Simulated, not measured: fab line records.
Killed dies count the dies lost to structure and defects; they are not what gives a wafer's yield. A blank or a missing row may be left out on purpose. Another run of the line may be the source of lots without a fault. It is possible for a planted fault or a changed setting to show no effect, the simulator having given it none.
Chamber matching | flow sky130 | SKY_VIA1_CMP_24 on cmp-02: 4 sister chambers
The step polishes, stops on SiO2, t overpolish 15 s, target thk 0 nm. 8 wafers are shown with their chamber, then 9 later ones without.

## WAFERS WITH THEIR CHAMBER
wafer  | chamber | motorCurrentA (A) | timeToEndpointS (s)
L846.1 | 2       | 10.1              | 68.7
L846.3 | 1       | 12.7              | 71.7
L847.2 | 2       | 9.3               | 61.9
L847.5 | 3       | 11.3              | 67.6
L847.6 | 0       | 11.9              | 60.6
L849.2 | 3       | 11.3              | 64.7
L849.4 | 0       | 12.1              | 64.9
L849.5 | 1       | 11.7              | 68.5

## WAFERS MISSING THEIR CHAMBER
wafer  | motorCurrentA (A) | timeToEndpointS (s)
L851.1 | 12.3              | 64.6
L851.2 | 11.2              | 65.9
L851.6 | 12.4              | 68.8
L856.1 | 9.4               | 67.5
L856.2 | 12.6              | 66.3
L856.6 | 12.7              | 67.4
L861.1 | 11.2              | 69.5
L861.3 | 12.5              | 65.8
L861.6 | 11.4              | 63.8

## THE CHAMBER EACH PASSED THROUGH
wafer  | from the rows above          | in truth
L851.1 | can't be placed: 0 or 1 or 3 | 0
L851.2 | can't be placed: 3 or 0      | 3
L851.6 | can't be placed: 1 or 0 or 3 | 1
L856.1 | 2                            | 2
L856.2 | can't be placed: 1 or 0 or 3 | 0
L856.6 | can't be placed: 1 or 0 or 3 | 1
L861.1 | can't be placed: 3 or 1 or 0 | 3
L861.3 | can't be placed: 0 or 1 or 3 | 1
L861.6 | can't be placed: 3 or 0 or 1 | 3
Correctly placed: 1 of 9. Not placeable from these rows: 8 (in 8, the candidates include the true chamber). Wrongly placed: 0.
How it was worked out, from the rows above alone: a wafer's distance from a chamber is the root of the sum, over the readings, of the square of ((its reading less the chamber's mean) divided by the reading's scatter). If the next closest chamber is less than 2 further off than the closest, the wafer can't be placed; otherwise it belongs to the closest. For every chamber, the mean is computed from those of its wafers that are shown. The scatter: take each reading less its chamber's mean, square it, sum over the shown wafers, divide by the number of wafers less the number of chambers, and take the root.
